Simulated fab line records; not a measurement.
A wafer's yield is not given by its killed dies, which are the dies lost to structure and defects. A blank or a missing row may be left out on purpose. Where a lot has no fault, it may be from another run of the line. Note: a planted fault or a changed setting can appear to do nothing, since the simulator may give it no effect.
fab line records    flow gf180mcu
record: lots: 6  wafers: 18  lastDay: 33
route steps=602 shown MIM@517 M5@526
lots with no fault: from the same line, run without faults
startH: hours from the record's first day to the start of the lot's first wafer shown    waitH: how many hours have passed since the lot's step before this one    " the same as in the row above    L1.1+2: a single row standing in for several wafers    - no value, or no start given    * or withheld: withheld    < > ~ a bound
route shown NAME@n: NAME is a module with steps in the file, n the number in the route of the first one    usual: mean/standard deviation taken from wafers without a fault    same: alike in all rows    chamber/n: place in a boat    sites: the reading at each site    _std_site: how widely they spread, as a standard deviation    _edge_site: inner sites' mean taken away from outer sites' mean    radiusMm: for every site, how far away it sits from the centre of the wafer    mask NAME#n: copy n    behind: the most recent tool/chamber to have shaped the wafer    hold: why the lot was held/for how many hours/how that ended    device: whichever transistor did not switch (one of n, p or np)    end of line: tests run on the same wafers once the route is complete    a step without rows: its recipe alone    killed: at the first sort, the dies lost to defects and structure; wafer yield is something else    map: dies across one wafer; x = killed, . = not, _ = none there
set.NAME: the run value of the setting; set.NAME@STEP: its run value at that earlier step    model.NAME: the simulator's own value behind a step, which no gauge read
certain route steps with their lots: each step a table, each wafer a row
services: the hour from which a tool's chamber was out of use, counted from the record's first day as startH (under 0 if before that day), plus the number of hours and why
== steps ==
step: GF_MIM_COAT_14
recipe: resist: NOVOLAK  spinRpm: 3000  resistThkNm: 1000
step: GF_MIM_SOFTBAKE_15
recipe: tempC: 90  timeS: 60  resist: NOVOLAK
step: GF_MIM_EXPOSE_16
recipe: maskId: FuseTop  targetCdNm: 2000  na: 0.6  sourceShape: conventional  sigmaOuter: 0.6  doseMj: 140
step: GF_MIM_PEB_17
recipe: tempC: withheld  timeS: *  resist: NOVOLAK
step: GF_MIM_DEVELOP_18
recipe: developTimeS: 60  devTempC: 23
step: GF_MIM_METAL_ETCH_19
recipe: chemistry: Cl2/BCl3  maskMaterial: NOVOLAK  stopOn: Si3N4  targetDepthNm: 324.5  pressureMtorr: 8  icpW: 800  biasW: 140  Cl2_flow_sccm: 80  bcl3FlowSccm: 40  timeS: 54.1
usual: chamberPressureMTorr: 8.000/0.007  drypumpMotorCurrentA: 5.5/0.51  oesProductAu: 0.940/0.0066  throttleValvePct: 28.286/0.011
lot.wafer  tool         chamber  startH  waitH  chamberPressureMTorr  drypumpMotorCurrentA  oesProductAu  rfHoursCounterH  throttleValvePct
L151.2     rieMetal-01  0        624.71  0.1    7.983                 5.7                   0.946         4                28.284
L151.4     "            0        "       "      7.991                 5.7                   0.938         -                28.279
L151.5     "            0        "       "      8.003                 5.7                   0.948         -                28.295
L152.1     rieMetal-01  0        628.58  0.1    7.994                 5.7                   0.944         4                28.273
L152.3     "            0        "       "      8.006                 5.7                   0.946         -                28.283
L152.6     "            0        "       "      8.002                 5.7                   0.954         -                28.277
L161.1     rieMetal-01  1        695.56  0.1    7.997                 4.8                   0.947         3                28.273
L161.2     "            0        "       "      8.015                 5.7                   0.936         6                28.287
L161.5     "            0        "       "      7.991                 5.7                   0.936         -                28.284
L163.1     rieMetal-02  0        709.46  0.1    7.999                 5.7                   0.943         14               28.270
L163.3     "            0        "       "      7.991                 5.7                   0.944         -                28.276
L163.4     "            0        "       "      7.987                 5.7                   0.941         -                28.290
L164.2     rieMetal-01  0        712.13  0.1    7.988                 5.7                   0.943         6                28.275
L164.3     "            1        "       "      8.008                 4.8                   0.941         -                28.280
L164.5     "            0        "       "      8.009                 5.7                   0.949         -                28.288
L166.1     rieMetal-01  0        723.13  0.1    8.015                 5.7                   0.932         7                28.279
L166.3     "            0        "       "      8.018                 5.7                   0.956         -                28.284
L166.4     "            1        "       "      7.997                 4.8                   0.952         -                28.287
step: GF_MIM_STRIP_20
recipe: chemistry: O2/N2  powerW: 1400  pressureMtorr: 1500  platenTempC: 250  o2FlowSccm: 3000  n2FlowSccm: 300  overashFraction: 0.5
usual: chamberPressureMTorr: 1500.1/1.3  drypumpMotorCurrentA: 5.8/0.33  heaterPowerW: 356/42  n2FlowSccm: 300.1/0.87  oesProductAu: 0.693/0.0048  platenTempC: 249.98/0.18  stripTimeToEndpointS: 11.25/0.052
lot.wafer  tool            chamber  startH  waitH  chamberPressureMTorr  drypumpMotorCurrentA  heaterPowerW  n2FlowSccm  oesProductAu  platenTempC  rfHoursCounterH  stripTimeToEndpointS
L151.2     plasmaAsher-02  0        624.78  0.0    1500.9                5.5                   332           300.6       0.692         249.93       88               11.24
L151.4     "               1        "       "      1502.8                5.6                   298           300.5       0.690         249.95       -                11.26
L151.5     "               0        "       "      1498.8                5.5                   332           300.6       0.692         250.22       -                11.25
L152.1     plasmaAsher-02  0        628.65  0.0    1499.0                5.5                   327           299.5       0.698         249.45       89               11.31
L152.3     "               0        "       "      1500.8                5.5                   327           299.6       0.691         249.56       -                11.29
L152.6     "               0        "       "      1501.4                5.5                   333           299.3       0.699         249.56       -                11.32
L161.1     plasmaAsher-01  0        695.63  0.0    1499.7                6.4                   421           299.1       0.694         250.04       105              11.13
L161.2     "               1        "       "      1501.9                5.9                   339           299.2       0.689         250.11       105              11.19
L161.5     "               1        "       "      1501.6                5.9                   355           299.3       0.695         250.22       -                11.24
L163.1     plasmaAsher-02  0        709.60  0.1    1500.3                5.5                   318           299.1       0.691         249.64       97               11.31
L163.3     "               1        "       "      1501.2                5.6                   294           301.1       0.693         249.72       -                11.31
L163.4     "               0        "       "      1499.4                5.6                   328           300.8       0.688         249.70       -                11.29
L164.2     plasmaAsher-01  0        712.20  0.0    1501.2                6.4                   413           300.0       0.697         250.08       107              11.29
L164.3     "               1        "       "      1501.8                5.9                   355           301.3       0.702         249.99       -                11.27
L164.5     "               0        "       "      1500.4                6.4                   426           299.7       0.695         250.27       -                11.31
L166.1     plasmaAsher-01  1        723.20  0.0    1497.6                5.9                   359           299.4       0.702         249.90       108              11.29
L166.3     "               1        "       "      1499.1                5.9                   356           300.1       0.699         250.12       -                11.32
L166.4     "               0        "       "      1498.6                6.4                   405           299.6       0.696         250.16       -                11.28
step: GF_MIM_STRIP_21
recipe: chemistry: postEtchResidueRemover  timeS: 1200  tempC: 72.5
step: GF_MIM_CLEAN_22
recipe: chemistry: DIW  dry: n2Spin
step: GF_M5_DEHYDRATE_00
recipe: tempC: 200  timeS: 60
step: GF_M5_HMDS_01
recipe: primeTimeS: 60  primeTempC: 120
step: GF_M5_COAT_02
recipe: resist: KrF  spinRpm: withheld  resistThkNm: 1000
step: GF_M5_SOFTBAKE_03
recipe: tempC: 130  timeS: 60  resist: KrF
usual: heaterPowerTotalW: 93.05/0.053  runLengthS: 89.21/0.13
lot.wafer  tool           chamber  startH  waitH  heaterPowerTotalW  runLengthS
L151.2     lithoTrack-01  0        635.47  0.1    93.12              89.21
L151.4     "              0        "       "      92.98              89.22
L151.5     "              0        "       "      92.96              89.31
L152.1     lithoTrack-04  0        639.41  0.1    92.93              88.97
L152.3     "              0        "       "      92.94              89.40
L152.6     "              0        "       "      93.06              89.12
L161.1     lithoTrack-04  0        705.21  0.1    93.08              90.62
L161.2     "              0        "       "      93.10              90.53
L161.5     "              0        "       "      93.05              90.51
L163.1     lithoTrack-04  0        719.66  0.1    92.99              90.80
L163.3     "              0        "       "      92.96              90.54
L163.4     "              0        "       "      92.98              90.64
L164.2     lithoTrack-01  0        721.87  0.1    92.97              89.29
L164.3     "              0        "       "      93.12              89.43
L164.5     "              0        "       "      93.11              89.27
L166.1     lithoTrack-01  0        732.39  0.1    93.08              89.43
L166.3     "              0        "       "      93.06              89.34
L166.4     "              0        "       "      93.02              89.33
step: GF_M5_EXPOSE_04
recipe: maskId: Metal5  targetCdNm: 280  na: 0.68  sourceShape: conventional  sigmaOuter: 0.6  doseMj: 28
== services ==
tool            chamber  startH  hours  kind
plasmaAsher-01  -        624.08  1.4    repair
plasmaAsher-01  -        630.87  2.8    pm
plasmaAsher-02  -        635.76  1.2    repair
plasmaAsher-01  -        666.19  0.5    repair
rieMetal-02     1        702.00  -      clean
rieMetal-02     1        702.00  17.7   scheduledDown
rieMetal-02     1        702.00  17.7   ventCycle
== key ==
firstSign: step: GF_M5_SOFTBAKE_03  reading: runLengthS  direction: up  sigmas: 10  usual: *  struck: *
effect none on later readings
metAt GF_M5_SOFTBAKE_03
struckWafers L161.1,L161.2,L161.5,L163.1,L163.3,L163.4
loopTrim: step: GF_M5_EXPOSE_04  setting: dose  lots: L163
onsetBetween 639.41 705.21
fault: kind: processParameterDrift  tool: lithoTrack-04  chamber: -  onsetH: 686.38  steps: GF_M5_SOFTBAKE_03  channel: timeS  offset: *  shape: step  endH: 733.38  actsIn: *  stated: *
loopTrim: a control loop set the setting to another value than it would have without faults
